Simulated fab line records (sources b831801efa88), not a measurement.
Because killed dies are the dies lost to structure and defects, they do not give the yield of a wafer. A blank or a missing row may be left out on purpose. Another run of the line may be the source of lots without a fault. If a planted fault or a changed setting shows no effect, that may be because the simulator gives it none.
The tool behind it: which one? || flow gf180mcu || 14 lots, 42 wafers sampled, at 3 steps of a route of 602

== WHAT EACH GAUGE READ, for each wafer ==
GF_HV_LDD_CD_MEAS_46: target cd 400 nm.
{"lot": "L106", "measured": "day 12 10:28", "on": "cd sem-02", "cd nm (nm)": "400.1 398.3 400.2"}
{"lot": "L109", "measured": "day 13 05:17", "on": "cd sem-01", "cd nm (nm)": "398.3 396.6 397.8"}
{"lot": "L110", "measured": "day 13 19:55", "on": "cd sem-01", "cd nm (nm)": "397.0 396.8 395.9"}
{"lot": "L111", "measured": "day 14 00:29", "on": "cd sem-01", "cd nm (nm)": "401.4 400.2 399.1"}
{"lot": "L113", "measured": "day 14 18:26", "on": "cd sem-02", "cd nm (nm)": "397.9 400.6 398.3"}
{"lot": "L114", "measured": "day 14 22:59", "on": "cd sem-01", "cd nm (nm)": "400.3 400.6 400.5"}
{"lot": "L115", "measured": "day 15 05:44", "on": "cd sem-02", "cd nm (nm)": "399.3 396.1 400.7"}
{"lot": "L116", "measured": "day 15 17:35", "on": "cd sem-01", "cd nm (nm)": "399.7 399.0 399.3"}
{"lot": "L122", "measured": "day 17 21:53", "on": "cd sem-02", "cd nm (nm)": "397.4 397.8 398.6"}
{"lot": "L124", "measured": "day 18 19:28", "on": "cd sem-01", "cd nm (nm)": "397.6 398.7 399.2"}
{"lot": "L126", "measured": "day 19 03:23", "on": "cd sem-01", "cd nm (nm)": "396.3 395.1 395.6"}
{"lot": "L127", "measured": "day 19 11:13", "on": "cd sem-02", "cd nm (nm)": "395.4 395.9 395.3"}
{"lot": "L128", "measured": "day 19 22:49", "on": "cd sem-02", "cd nm (nm)": "398.7 402.1 397.8"}
{"lot": "L129", "measured": "day 20 03:04", "on": "cd sem-01", "cd nm (nm)": "397.4 396.7 399.3"}

== WHICH TOOL RAN EACH LOT (tool, then ch and the chambers of the sampled wafers, then the start) ==
{"lot": "L106", "GF_POLY_GATE_ETCH_12": "rie diel-01 ch 0,3, day 9 06:38", "GF_HV_LDD_STRIP_10": "plasma asher-01 ch 1, day 10 02:18"}
{"lot": "L109", "GF_POLY_GATE_ETCH_12": "rie diel-02 ch 0,1,3, day 10 01:47", "GF_HV_LDD_STRIP_10": "plasma asher-01 ch 0,1, day 10 21:26"}
{"lot": "L110", "GF_POLY_GATE_ETCH_12": "rie diel-03 ch 1,3, day 10 08:11", "GF_HV_LDD_STRIP_10": "plasma asher-02 ch 0,1, day 11 03:53"}
{"lot": "L111", "GF_POLY_GATE_ETCH_12": "rie diel-03 ch 1,2, day 10 16:47", "GF_HV_LDD_STRIP_10": "plasma asher-02 ch 0,1, day 11 13:25"}
{"lot": "L113", "GF_POLY_GATE_ETCH_12": "rie diel-01 ch 0,1,2, day 11 06:03", "GF_HV_LDD_STRIP_10": "plasma asher-01 ch 0,1, day 12 03:26"}
{"lot": "L114", "GF_POLY_GATE_ETCH_12": "rie diel-02 ch 1,2, day 11 14:18", "GF_HV_LDD_STRIP_10": "plasma asher-02 ch 0,1, day 12 11:49"}
{"lot": "L115", "GF_POLY_GATE_ETCH_12": "rie diel-03 ch 0,1,2, day 11 19:11", "GF_HV_LDD_STRIP_10": "plasma asher-01 ch 0,1, day 12 16:11"}
{"lot": "L116", "GF_POLY_GATE_ETCH_12": "rie diel-01 ch 0,1, day 12 05:17", "GF_HV_LDD_STRIP_10": "plasma asher-01 ch 0,1, day 13 02:42"}
{"lot": "L122", "GF_POLY_GATE_ETCH_12": "rie diel-03 ch 2,3, day 14 01:53", "GF_HV_LDD_STRIP_10": "plasma asher-01 ch 0,1, day 15 01:49"}
{"lot": "L124", "GF_POLY_GATE_ETCH_12": "rie diel-01 ch 0,1,2, day 14 21:23", "GF_HV_LDD_STRIP_10": "plasma asher-02 ch 0,1, day 15 21:41"}
{"lot": "L126", "GF_POLY_GATE_ETCH_12": "rie diel-03 ch 0,1,2, day 15 04:20", "GF_HV_LDD_STRIP_10": "plasma asher-03 ch 0,1, day 16 04:35"}
{"lot": "L127", "GF_POLY_GATE_ETCH_12": "rie diel-01 ch 1,2,3, day 15 11:56", "GF_HV_LDD_STRIP_10": "plasma asher-02 ch 0,1, day 16 12:41"}
{"lot": "L128", "GF_POLY_GATE_ETCH_12": "rie diel-02 ch 0,1,3, day 15 20:56", "GF_HV_LDD_STRIP_10": "plasma asher-02 ch 0,1, day 16 22:11"}
{"lot": "L129", "GF_POLY_GATE_ETCH_12": "rie diel-03 ch 0,1,2, day 16 01:47", "GF_HV_LDD_STRIP_10": "plasma asher-02 ch 0,1, day 17 02:32"}
- GF_POLY_GATE_ETCH_12: etches BARC in N2/H2.
- GF_HV_LDD_STRIP_10: strips in O2/N2.

== AS READ BY THE TOOLS THEMSELVES (means over the sampled wafers that have a number; for cases with no such wafer, the mark the record gives instead) ==
GF_POLY_GATE_ETCH_12.
{"lot": "L106", "tool": "rie diel-01", "drypump motor current A (A)": 6.2, "oes product au (a.u.)": 0.737, "throttle valve pct (%)": 13.212}
{"lot": "L109", "tool": "rie diel-02", "drypump motor current A (A)": 5.8, "oes product au (a.u.)": 0.739, "throttle valve pct (%)": 13.210}
{"lot": "L110", "tool": "rie diel-03", "drypump motor current A (A)": 5.7, "oes product au (a.u.)": 0.735, "throttle valve pct (%)": 13.210}
{"lot": "L111", "tool": "rie diel-03", "drypump motor current A (A)": 5.7, "oes product au (a.u.)": 0.729, "throttle valve pct (%)": 13.217}
{"lot": "L113", "tool": "rie diel-01", "drypump motor current A (A)": 6.2, "oes product au (a.u.)": 0.736, "throttle valve pct (%)": 13.208}
{"lot": "L114", "tool": "rie diel-02", "drypump motor current A (A)": 5.8, "oes product au (a.u.)": 0.738, "throttle valve pct (%)": 13.215}
{"lot": "L115", "tool": "rie diel-03", "drypump motor current A (A)": 5.3, "oes product au (a.u.)": 0.735, "throttle valve pct (%)": 13.210}
{"lot": "L116", "tool": "rie diel-01", "drypump motor current A (A)": 5.9, "oes product au (a.u.)": 0.735, "throttle valve pct (%)": 13.216}
{"lot": "L122", "tool": "rie diel-03", "drypump motor current A (A)": 5.5, "oes product au (a.u.)": 0.734, "throttle valve pct (%)": 13.216}
{"lot": "L124", "tool": "rie diel-01", "drypump motor current A (A)": 6.3, "oes product au (a.u.)": 0.732, "throttle valve pct (%)": 13.220}
{"lot": "L126", "tool": "rie diel-03", "drypump motor current A (A)": 5.3, "oes product au (a.u.)": 0.730, "throttle valve pct (%)": 13.213}
{"lot": "L127", "tool": "rie diel-01", "drypump motor current A (A)": 6.0, "oes product au (a.u.)": 0.739, "throttle valve pct (%)": 13.210}
{"lot": "L128", "tool": "rie diel-02", "drypump motor current A (A)": 5.8, "oes product au (a.u.)": 0.736, "throttle valve pct (%)": 13.209}
{"lot": "L129", "tool": "rie diel-03", "drypump motor current A (A)": 5.3, "oes product au (a.u.)": 0.734, "throttle valve pct (%)": 13.213}

GF_HV_LDD_STRIP_10.
{"lot": "L106", "tool": "plasma asher-01", "drypump motor current A (A)": 6.2, "heater power w (W)": 342, "oes product au (a.u.)": 0.710, "platen temp c (C)": 250.32, "strip time to endpoint s (s)": 12.61}
{"lot": "L109", "tool": "plasma asher-01", "drypump motor current A (A)": 6.4, "heater power w (W)": 334, "oes product au (a.u.)": 0.718, "platen temp c (C)": 249.88, "strip time to endpoint s (s)": 12.60}
{"lot": "L110", "tool": "plasma asher-02", "drypump motor current A (A)": 5.7, "heater power w (W)": 398, "oes product au (a.u.)": 0.717, "platen temp c (C)": 250.11, "strip time to endpoint s (s)": 12.67}
{"lot": "L111", "tool": "plasma asher-02", "drypump motor current A (A)": 5.7, "heater power w (W)": 401, "oes product au (a.u.)": 0.719, "platen temp c (C)": 249.95, "strip time to endpoint s (s)": 12.63}
{"lot": "L113", "tool": "plasma asher-01", "drypump motor current A (A)": 6.3, "heater power w (W)": 335, "oes product au (a.u.)": 0.719, "platen temp c (C)": 249.83, "strip time to endpoint s (s)": 12.60}
{"lot": "L114", "tool": "plasma asher-02", "drypump motor current A (A)": 5.7, "heater power w (W)": 408, "oes product au (a.u.)": 0.715, "platen temp c (C)": 249.84, "strip time to endpoint s (s)": 12.62}
{"lot": "L115", "tool": "plasma asher-01", "drypump motor current A (A)": 6.5, "heater power w (W)": 336, "oes product au (a.u.)": 0.715, "platen temp c (C)": 249.92, "strip time to endpoint s (s)": 12.63}
{"lot": "L116", "tool": "plasma asher-01", "drypump motor current A (A)": 6.5, "heater power w (W)": 345, "oes product au (a.u.)": 0.714, "platen temp c (C)": 249.88, "strip time to endpoint s (s)": 12.58}
{"lot": "L122", "tool": "plasma asher-01", "drypump motor current A (A)": 6.3, "heater power w (W)": 340, "oes product au (a.u.)": 0.710, "platen temp c (C)": 249.80, "strip time to endpoint s (s)": 12.68}
{"lot": "L124", "tool": "plasma asher-02", "drypump motor current A (A)": 5.7, "heater power w (W)": 394, "oes product au (a.u.)": 0.714, "platen temp c (C)": 249.86, "strip time to endpoint s (s)": 12.57}
{"lot": "L126", "tool": "plasma asher-03", "drypump motor current A (A)": 5.5, "heater power w (W)": 315, "oes product au (a.u.)": 0.713, "platen temp c (C)": 249.89, "strip time to endpoint s (s)": 12.63}
{"lot": "L127", "tool": "plasma asher-02", "drypump motor current A (A)": 5.7, "heater power w (W)": 405, "oes product au (a.u.)": 0.719, "platen temp c (C)": 249.99, "strip time to endpoint s (s)": 12.58}
{"lot": "L128", "tool": "plasma asher-02", "drypump motor current A (A)": 5.7, "heater power w (W)": 400, "oes product au (a.u.)": 0.718, "platen temp c (C)": 250.09, "strip time to endpoint s (s)": 12.63}
{"lot": "L129", "tool": "plasma asher-02", "drypump motor current A (A)": 5.7, "heater power w (W)": 402, "oes product au (a.u.)": 0.717, "platen temp c (C)": 249.94, "strip time to endpoint s (s)": 12.60}

== THE ANSWER, worked out from the rows above alone ==
Rule: what is usual is taken from the lots themselves. Put in order of their means at a reading, lots are off if they are a third of the lots or fewer, leave a main group of 4 or more, and stand apart from it by a gap of 3 or more times the standard deviation of the main group's means; of several such gaps the widest counts. A main group is skipped when, at the precision printed for the reading in the tables above, its means are all equal. Also off: a lot with no number at a reading for which 4 or more lots have one. The other lots that the step has rows for count as sound. After the gauges, taken in route order, come the tools' own readings; for these a lot's mean is taken, as printed above. The first step at which some lot is off is used, and at that step the reading that is off furthest; a lot without a number counts as furthest.
Nothing can be told from this: no lot is off at any reading shown.

== WHAT THE SIMULATOR HAD PUT IN ==
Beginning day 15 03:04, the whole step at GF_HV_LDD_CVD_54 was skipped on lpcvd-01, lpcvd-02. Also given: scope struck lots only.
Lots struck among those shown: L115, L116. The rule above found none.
